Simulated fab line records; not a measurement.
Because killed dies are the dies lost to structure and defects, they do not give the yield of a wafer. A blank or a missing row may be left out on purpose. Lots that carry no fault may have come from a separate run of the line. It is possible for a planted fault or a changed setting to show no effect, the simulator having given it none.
fab line records	flow gf180mcu
record: lots: 7	wafers: 21	last-day: 34
route steps=602 shown V5@549
lots untouched by any fault: they come from a run of this same line in which no faults occurred
start-h: hours from the record's opening day to when the first of the lot's shown wafers began	wait-h: hours elapsed since this lot's preceding step	" as in the row above	L1.1+2: a single row standing in for several wafers	- no value present, or no start provided	* or withheld: withheld	< > ~ a bound
route shown NAME@n: a module of which the file shows steps, and the number in the route of the first	usual: mean and standard deviation over wafers with no fault	same: alike in all rows	chamber/n: place in a boat	sites: the reading at each site	_std_site: standard deviation of those values	_edge_site: mean of outer sites minus mean of inner sites	radius-mm: how far each site lies from the wafer's centre	mask NAME#n: copy n	behind: tool/chamber where the wafer was last shaped	hold: reason for holding the lot/hours on hold/outcome of the hold	device: whichever transistor did not switch (one of n, p or np)	end of line: the tests these same wafers got at the end of their route	a step with no rows: only its recipe	killed: dies lost to structure and defects at the first sort, not the wafer's yield	map: a wafer's dies, x killed, . not, _ none there
set.NAME: the setting the step ran with; set.NAME@STEP: the setting that earlier step ran with	model.NAME: the simulator's own value behind a step, which no gauge read
a table for each step, a row for each wafer; lots at some steps of the route
services: a tool's chamber out of use, with start hour (start-h, from the record's first day; less than 0 if before it), hours out, and reason
== steps ==
step: GF_V5_COAT_09
recipe: resist: KrF	spin-rpm: withheld	resist-thk-nm: 1000
step: GF_V5_SOFTBAKE_10
recipe: temp-c: 130	time-s: 60	resist: KrF
step: GF_V5_EXPOSE_11
recipe: mask-id: Via5	target-cd-nm: 260	na: 0.68	source-shape: conventional	sigma-outer: 0.6	dose-mj: 38.46
step: GF_V5_PEB_12
recipe: peb-temp-c: 135	peb-time-s: 90	resist: KrF
step: GF_V5_DEVELOP_13
recipe: develop-time-s: 60	resist: KrF	dev-temp-c: 21
step: GF_V5_CD_MEAS_14
recipe: target-cd-nm: 260
usual: cd-nm: 259.8/1.3
lot.wafer	tool	chamber	start-h	wait-h	cd-nm
L980.3	cd-sem-01	-	644.42	0.1	256.2
L980.4	"	-	"	"	257.7
L980.5	"	-	"	"	257.8
L983.1	cd-sem-01	-	669.66	4.9	258.6
L983.4	"	-	"	"	259.0
L983.6	"	-	"	"	259.1
L984.1	cd-sem-01	-	673.48	0.6	258.1
L984.2	"	-	"	"	259.1
L984.5	"	-	"	"	258.5
L985.2	cd-sem-02	-	678.45	0.1	260.4
L985.3	"	-	"	"	261.2
L985.5	"	-	"	"	259.6
L993.3	cd-sem-01	-	733.23	0.1	258.7
L993.4	"	-	"	"	259.9
L993.6	"	-	"	"	259.6
L997.3	cd-sem-01	-	761.58	0.1	260.0
L997.4	"	-	"	"	259.2
L997.5	"	-	"	"	260.7
L101.1	cd-sem-02	-	783.40	0.1	256.4
L101.2	"	-	"	"	260.0
L101.3	"	-	"	"	259.7
step: GF_V5_OVL_MEAS_15
usual: V5_OVL: 3/5
lot.wafer	tool	chamber	start-h	wait-h	V5_OVL[nm]
L980.3	overlay-02	-	644.51	0.1	7
L980.4	"	-	"	"	12
L980.5	"	-	"	"	8
L983.1	overlay-02	-	669.78	0.1	5
L983.4	"	-	"	"	9
L983.6	"	-	"	"	8
L984.1	overlay-02	-	673.60	0.1	-1
L984.2	"	-	"	"	-2
L984.5	"	-	"	"	-4
L985.2	overlay-01	-	678.56	0.1	2
L985.3	"	-	"	"	-1
L985.5	"	-	"	"	5
L993.3	overlay-02	-	733.32	0.1	1
L993.4	"	-	"	"	8
L993.6	"	-	"	"	6
L997.3	overlay-01	-	761.67	0.1	11
L997.4	"	-	"	"	7
L997.5	"	-	"	"	8
L101.1	overlay-01	-	783.52	0.1	12
L101.2	"	-	"	"	4
L101.3	"	-	"	"	9
step: GF_V5_ETCH_16
recipe: chemistry: N2/H2	target-depth-a: withheld	overetch-a: withheld	time-s: withheld	target: BARC	ion-energy-ev: 200	source-w: 500	bias-w: 100	pressure-mtorr: 30	n2-flow-sccm: 100	h2-flow-sccm: 200
usual: drypump-motor-current-A: 5.9/0.54	oes-product-au: 0.855/0.0049	throttle-valve-pct: 13.226/0.0087
lot.wafer	tool	chamber	start-h	wait-h	drypump-motor-current-A	oes-product-au	throttle-valve-pct
L980.3	rie-diel-04	1	644.54	0.0	5.8	0.858	13.225
L980.4	"	0	"	"	6.4	0.856	13.234
L980.5	"	3	"	"	5.1	0.860	13.225
L983.1	rie-diel-03	3	669.82	0.0	5.3	0.856	13.233
L983.4	"	0	"	"	6.1	0.863	13.245
L983.6	"	3	"	"	5.3	0.857	13.227
L984.1	rie-diel-04	3	673.64	0.0	5.1	0.846	13.230
L984.2	"	2	"	"	6.8	0.848	13.219
L984.5	"	2	"	"	6.7	0.855	13.225
L985.2	rie-diel-04	1	678.59	0.0	5.8	0.861	13.221
L985.3	"	0	"	"	6.5	0.849	13.224
L985.5	"	0	"	"	6.5	0.855	13.230
L993.3	rie-diel-04	3	733.34	0.0	5.1	0.852	13.218
L993.4	"	1	"	"	5.8	0.852	13.225
L993.6	"	0	"	"	6.5	0.856	13.210
L997.3	rie-diel-04	0	761.69	0.0	6.4	0.858	13.231
L997.4	"	1	"	"	5.8	0.861	13.220
L997.5	"	0	"	"	6.4	0.857	13.219
L101.1	rie-diel-02	1	783.56	0.0	5.9	0.857	13.217
L101.2	"	3	"	"	5.7	0.856	13.231
L101.3	"	0	"	"	5.7	0.863	13.233
step: GF_V5_ETCH_17
recipe: chemistry: C4F8/O2/Ar	mask-material: KrF	target: SiO2	stop-on: TiN	source-w: 1500	bias-w: 1200	pressure-mtorr: 40	c4f8-flow-sccm: withheld	O2_flow_sccm: 6	Ar_flow_sccm: 300	time-s: withheld	target-depth-a: 8550
usual: oes-product-au: 0.859/0.0043
lot.wafer	tool	chamber	start-h	wait-h	oes-product-au
L980.3	rie-diel-04	1	-	-	0.860
L980.4	"	0	"	"	0.846
L980.5	"	3	"	"	0.864
L983.1	rie-diel-03	3	-	-	0.863
L983.4	"	0	"	"	0.851
L983.6	"	3	"	"	0.860
L984.1	rie-diel-04	3	-	-	0.862
L984.2	"	2	"	"	0.858
L984.5	"	2	"	"	0.857
L985.2	rie-diel-04	1	-	-	0.860
L985.3	"	0	"	"	0.860
L985.5	"	0	"	"	0.856
L993.3	rie-diel-04	3	-	-	0.856
L993.4	"	1	"	"	0.859
L993.6	"	0	"	"	0.867
L997.3	rie-diel-04	0	-	-	0.855
L997.4	"	1	"	"	0.861
L997.5	"	0	"	"	0.860
L101.1	rie-diel-02	1	-	-	0.853
L101.2	"	3	"	"	0.855
L101.3	"	0	"	"	0.860
step: GF_V5_STRIP_18
recipe: chemistry: O2/N2	power-w: 1400	pressure-mtorr: 1500	platen-temp-c: 250	o2-flow-sccm: 3000	n2-flow-sccm: 300	overash-fraction: 0.5
usual: drypump-motor-current-A: 5.8/0.33	heater-power-w: 363/35	oes-product-au: 0.568/0.0043
lot.wafer	tool	chamber	start-h	wait-h	drypump-motor-current-A	heater-power-w	oes-product-au	rf-hours-counter-h
L980.3	plasma-asher-03	0	644.72	-	5.1	398	0.565	-
L980.4	"	1	"	"	5.9	358	0.573	-
L980.5	"	0	"	"	5.1	400	0.564	-
L983.1	plasma-asher-02	0	669.97	-	6.0	341	0.569	25
L983.4	"	1	"	"	5.6	416	0.574	-
L983.6	"	1	"	"	5.6	420	0.574	-
L984.1	plasma-asher-02	0	673.79	-	6.0	338	0.563	26
L984.2	"	1	"	"	5.6	410	0.567	26
L984.5	"	0	"	"	6.0	343	0.564	-
L985.2	plasma-asher-02	0	678.74	-	6.0	342	0.569	26
L985.3	"	0	"	"	6.0	336	0.562	-
L985.5	"	1	"	"	5.6	411	0.565	-
L993.3	plasma-asher-04	1	733.53	-	6.1	331	0.571	-
L993.4	"	0	"	"	5.9	343	0.569	-
L993.6	"	0	"	"	5.9	348	0.564	-
L997.3	plasma-asher-02	0	761.88	-	6.0	335	0.574	-
L997.4	"	1	"	"	5.6	409	0.560	-
L997.5	"	1	"	"	5.6	403	0.568	-
L101.1	plasma-asher-03	1	783.71	-	6.0	364	0.568	67
L101.2	"	0	"	"	5.1	411	0.563	67
L101.3	"	1	"	"	6.0	360	0.576	-
step: GF_V5_STRIP_19
recipe: chemistry: post-etch-residue-remover	time-s: 1200	temp-c: 72.5
step: GF_V5_CLEAN_20
recipe: chemistry: DIW	dry: n2-spin
step: GF_V5_SPUTTER_21
recipe: material: Ti	target-thk-nm: 15	chamber-pressure-pa: 5	power-w: 2500	substrate-temp-c: 200	time-s: 80.02
usual: cathode-dc-power-W: 2500.0/0.45	chamber-pressure-pa: 5.000/0.0088	throttle-valve-pct: 30.5/0.8
lot.wafer	tool	chamber	start-h	wait-h	cathode-dc-power-W	chamber-pressure-pa	throttle-valve-pct
L980.3	pvd-sputter-02	-	645.22	0.0	2499.6	4.995	29.5
L980.4	"	-	"	"	2500.6	4.986	30.1
L980.5	"	-	"	"	2500.2	4.999	29.7
L983.1	pvd-sputter-03	-	670.54	0.0	-	-	-
L983.4	"	-	"	"	-	-	-
L983.6	"	-	"	"	-	-	-
L984.1	pvd-sputter-03	-	674.32	0.0	-	-	-
L984.2	"	-	"	"	-	-	-
L984.5	"	-	"	"	-	-	-
L985.2	pvd-sputter-03	-	679.27	0.0	-	-	-
L985.3	"	-	"	"	-	-	-
L985.5	"	-	"	"	-	-	-
L993.3	pvd-sputter-03	-	734.11	0.0	2500.4	5.009	29.8
L993.4	"	-	"	"	2499.7	5.010	31.5
L993.6	"	-	"	"	2499.9	5.006	30.0
L997.3	pvd-sputter-03	-	762.38	0.0	2500.0	4.996	30.0
L997.4	"	-	"	"	2499.4	4.998	31.4
L997.5	"	-	"	"	2500.7	5.004	31.2
L101.1	pvd-sputter-04	-	784.24	0.0	2499.9	4.995	30.6
L101.2	"	-	"	"	2499.8	4.986	30.3
L101.3	"	-	"	"	2499.6	5.006	29.1
step: GF_V5_SPUTTER_22
recipe: material: TiN	target-thk-nm: 10	chamber-pressure-pa: 5	power-w: 4000	time-s: 40
usual: cathode-dc-power-W: 4000.0/0.68	chamber-pressure-pa: 4.999/0.01	throttle-valve-pct: 30.5/0.82
lot.wafer	tool	chamber	start-h	wait-h	cathode-dc-power-W	chamber-pressure-pa	throttle-valve-pct
L980.3	pvd-sputter-02	-	645.28	0.0	3999.3	5.007	29.5
L980.4	"	-	"	"	3999.6	5.012	30.4
L980.5	"	-	"	"	3998.5	5.000	29.4
L983.1	pvd-sputter-03	-	670.60	0.0	3999.5	5.001	31.2
L983.4	"	-	"	"	4000.0	4.993	31.2
L983.6	"	-	"	"	4000.2	4.990	31.2
L984.1	pvd-sputter-03	-	674.39	0.0	4000.4	4.993	29.7
L984.2	"	-	"	"	3999.1	5.019	30.9
L984.5	"	-	"	"	3999.6	5.015	31.5
L985.2	pvd-sputter-03	-	679.33	0.0	4000.6	4.996	30.1
L985.3	"	-	"	"	4001.3	5.013	31.4
L985.5	"	-	"	"	4000.2	5.007	30.2
L993.3	pvd-sputter-03	-	734.17	0.0	3999.4	4.989	30.2
L993.4	"	-	"	"	3998.7	4.989	31.6
L993.6	"	-	"	"	3999.2	5.005	29.9
L997.3	pvd-sputter-03	-	762.44	0.0	4000.0	5.017	30.1
L997.4	"	-	"	"	3999.4	5.011	31.2
L997.5	"	-	"	"	4000.1	4.991	31.3
L101.1	pvd-sputter-04	-	784.31	0.0	3999.3	5.010	30.6
L101.2	"	-	"	"	4000.2	5.017	30.2
L101.3	"	-	"	"	4000.0	5.004	28.7
== services ==
tool	chamber	start-h	hours	kind
rie-diel-02	3	626.18	6.1	repair
plasma-asher-02	-	634.87	2.8	pm
rie-diel-03	0	641.99	-	clean
rie-diel-03	0	641.99	21.3	scheduled-down
rie-diel-03	0	641.99	21.3	vent-cycle
rie-diel-02	3	695.33	8.8	repair
rie-diel-02	3	704.18	-	clean
rie-diel-02	3	704.18	30.7	scheduled-down
rie-diel-02	3	704.18	30.7	vent-cycle
plasma-asher-02	-	714.84	14.6	pm
rie-diel-04	0	719.48	9.4	repair
plasma-asher-04	-	733.75	9.0	pm
plasma-asher-04	0	733.75	9.0	vent-cycle
plasma-asher-04	1	733.75	9.0	vent-cycle
rie-diel-02	2	742.25	2.7	repair
plasma-asher-04	0	742.75	-	clean
plasma-asher-04	1	742.75	-	clean
rie-diel-03	2	745.36	5.4	repair
rie-diel-03	1	764.12	-	clean
rie-diel-03	1	764.12	19.8	scheduled-down
rie-diel-03	1	764.12	19.8	vent-cycle
pvd-sputter-03	-	767.41	0.5	repair
rie-diel-03	2	774.28	16.2	repair
== key ==
first-sign: step: GF_V5_SPUTTER_21	reading: tool-record	direction: missing
effect none on later readings
met-at GF_V5_SPUTTER_21
struck-wafers L983.1,L983.4,L983.6,L984.1,L984.2,L984.5,L985.2,L985.3,L985.5
later-rows-left-out L983.1,L983.4,L983.6,L984.1,L984.2,L984.5,L985.2,L985.3,L985.5
sort-left-out L983.1,L983.4,L983.6,L984.1,L984.2,L984.5,L985.2,L985.3,L985.5
fault: kind: skipped-step-whole	tool: pvd-sputter-03	chamber: -	onset-h: 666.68	steps: GF_V5_SPUTTER_21	scope: struck-lots-only
sort-left-out: the simulated sort isn't trusted on such a fault, so these wafers' sort isn't shown, and their yield isn't known
later-rows-left-out: the simulator's readings of these wafers behind a module that went badly wrong aren't trusted and aren't shown, but for the sort
